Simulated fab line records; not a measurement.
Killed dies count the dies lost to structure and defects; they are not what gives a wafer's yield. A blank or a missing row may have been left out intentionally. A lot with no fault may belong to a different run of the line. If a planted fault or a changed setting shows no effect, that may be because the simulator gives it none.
Matching of chambers + flow sky130 + cmp-02 running SKY_VIA4_CMP_21: 4 sister chambers
The step polishes, stops on SiO2, t overpolish 25 s, target thk 0 nm. 7 wafers are shown with their chamber, then 7 later ones without.

## WAFERS PAIRED WITH THEIR CHAMBERS
| wafer  | chamber | motor current A (A) | time to endpoint s (s) |
|--------|---------|---------------------|------------------------|
| L769.4 | 3       | 10.5                | 122                    |
| L774.6 | 2       | 9.7                 | 120                    |
| L775.1 | 3       | 10.3                | 120                    |
| L775.2 | 2       | 9.6                 | 124                    |
| L775.6 | 1       | 10.8                | 124                    |
| L780.1 | 1       | 11.3                | 122                    |
| L780.2 | 0       | 11.9                | 115                    |

## WAFERS WHOSE CHAMBER IS MISSING
| wafer  | motor current A (A) | time to endpoint s (s) |
|--------|---------------------|------------------------|
| L780.4 | 11.0                | 123                    |
| L786.1 | 9.9                 | 121                    |
| L786.3 | 11.8                | 114                    |
| L786.4 | 11.5                | 125                    |
| L788.2 | 9.5                 | 125                    |
| L788.4 | 10.4                | 124                    |
| L788.6 | 10.9                | 122                    |

## CHAMBER TAKEN BY EACH
| wafer  | from the rows above     | in truth                   |
|--------|-------------------------|----------------------------|
| L780.4 | 1                       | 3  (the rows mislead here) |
| L786.1 | can't be placed: 2 or 3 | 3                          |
| L786.3 | 0                       | 0                          |
| L786.4 | 1                       | 1                          |
| L788.2 | 2                       | 2                          |
| L788.4 | can't be placed: 3 or 1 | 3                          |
| L788.6 | can't be placed: 1 or 3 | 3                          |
Correctly placed: 3 of 7. Not placeable from these rows: 3 (in 3, the candidates include the true chamber). Number placed wrongly: 1.
How it was worked out, from the rows above alone: a wafer's distance from a chamber is the root of the sum, over the readings, of the square of ((its reading less the chamber's mean) divided by the reading's scatter). If the next closest chamber is less than 2 further off than the closest, the wafer can't be placed; otherwise it belongs to the closest. For every chamber, the mean is computed from those of its wafers that are shown. The scatter is the square root of a quotient: the sum, over the shown wafers, of each reading's squared deviation from its chamber's mean, divided by wafers minus chambers.
